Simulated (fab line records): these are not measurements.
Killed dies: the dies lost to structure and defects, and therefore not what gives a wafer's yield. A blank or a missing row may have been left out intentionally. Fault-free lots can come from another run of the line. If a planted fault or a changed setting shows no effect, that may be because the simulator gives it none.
The same fault as seen by 2 desks -- flow gf180mcu -- each desk has only its own numbers; what lay behind them comes last

## AT THE METROLOGY DESK
What the gauges read, lot by lot, whatever tool the lot ran on: means of the sampled wafers that have a number. The brackets show how far a lot's mean lies from the usual mean; more than 4 standard deviations puts the lot out of limits, marked OUT.
Columns: A = DUAL_GATE_OXIDATION_00_THK at GF_DUAL_GATE_THK_MEAS_03, usual 10.99 nm; B = DUAL_GATE_OVL at GF_DUAL_GATE_OVL_MEAS_11, usual 0.5 nm
lot,first seen here,A,B
L130,day 7 16:35,11.16,-0.1
L137,day 9 13:27,10.71,1.3
L138,day 9 22:25,10.78,-0.3
L145,day 11 22:58,10.68,1.2
L146,day 12 04:17,10.69,1.5
L148,day 12 16:30,11.32,1.5
Result from this desk: across the 6 lots, nothing is out of limits.

## AT THE TOOL OWNER'S DESK: furnace-02
The tool's own readings at GF_DUAL_GATE_OXIDATION_15 (stabilise 600 s, purge 300 s, target thk 7.098 nm): means of the sampled wafers that have a number, for each lot that ran on this tool. The brackets show how far a lot's mean lies from the usual mean; more than 4 standard deviations puts the lot out of limits, marked OUT.
Columns: A = spike-tc-bottom-C at GF_DUAL_GATE_OXIDATION_15, usual 867.9 C; B = spike-tc-centre-C at GF_DUAL_GATE_OXIDATION_15, usual 850.6 C; C = spike-tc-lower-C at GF_DUAL_GATE_OXIDATION_15, usual 850.3 C; D = spike-tc-top-C at GF_DUAL_GATE_OXIDATION_15, usual 860.0 C; E = spike-tc-upper-C at GF_DUAL_GATE_OXIDATION_15, usual 851.7 C; F = tube-center-temp-C at GF_DUAL_GATE_OXIDATION_15, usual 850 C; G = zone-power-bottom-pct at GF_DUAL_GATE_OXIDATION_15, usual 27.9 %
lot,first seen here,A,B,C,D,E,F,G
L130,day 8 09:02,868.2,850.3,849.7,860.1,851.4,850,28.0
L137,day 10 06:46,848.3 (-16) OUT,829.1 (-20) OUT,828.9 (-19) OUT,838.8 (-18) OUT,830.5 (-19) OUT,850,26.3 (-4.8) OUT
L138,day 10 15:37,848.6 (-16) OUT,830.4 (-18) OUT,830.5 (-18) OUT,838.1 (-18) OUT,830.3 (-19) OUT,850,26.3 (-4.8) OUT
L146,day 12 23:52,868.5,850.1,848.0,859.7,851.5,850,27.7
L148,day 13 12:04,869.1,851.2,849.8,860.3,852.2,850,27.7
This desk's verdict: out of limits on L137, L138, starting with L137 at day 10 06:46 (spike-tc-bottom-C at GF_DUAL_GATE_OXIDATION_15). L130, L146, L148 stayed within limits.

## ALL TOGETHER
The tool owner's desk had the chance to raise an alarm at day 10 06:46 on L137, L138.
Nothing out of limits was seen by the metrology desk.
The metrology desk holds a record of L137, L138, inside its limits.
Every lot named ran GF_DUAL_GATE_OXIDATION_15 on furnace-02.

## WHAT WAS PUT IN BY THE SIMULATOR
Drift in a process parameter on furnace-02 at GF_DUAL_GATE_OXIDATION_15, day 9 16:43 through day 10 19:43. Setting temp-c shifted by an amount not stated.
Struck lots among those shown: L137, L138.
Time in hours from fault onset to the first out-of-limits reading at each desk: the tool owner's desk, 14.
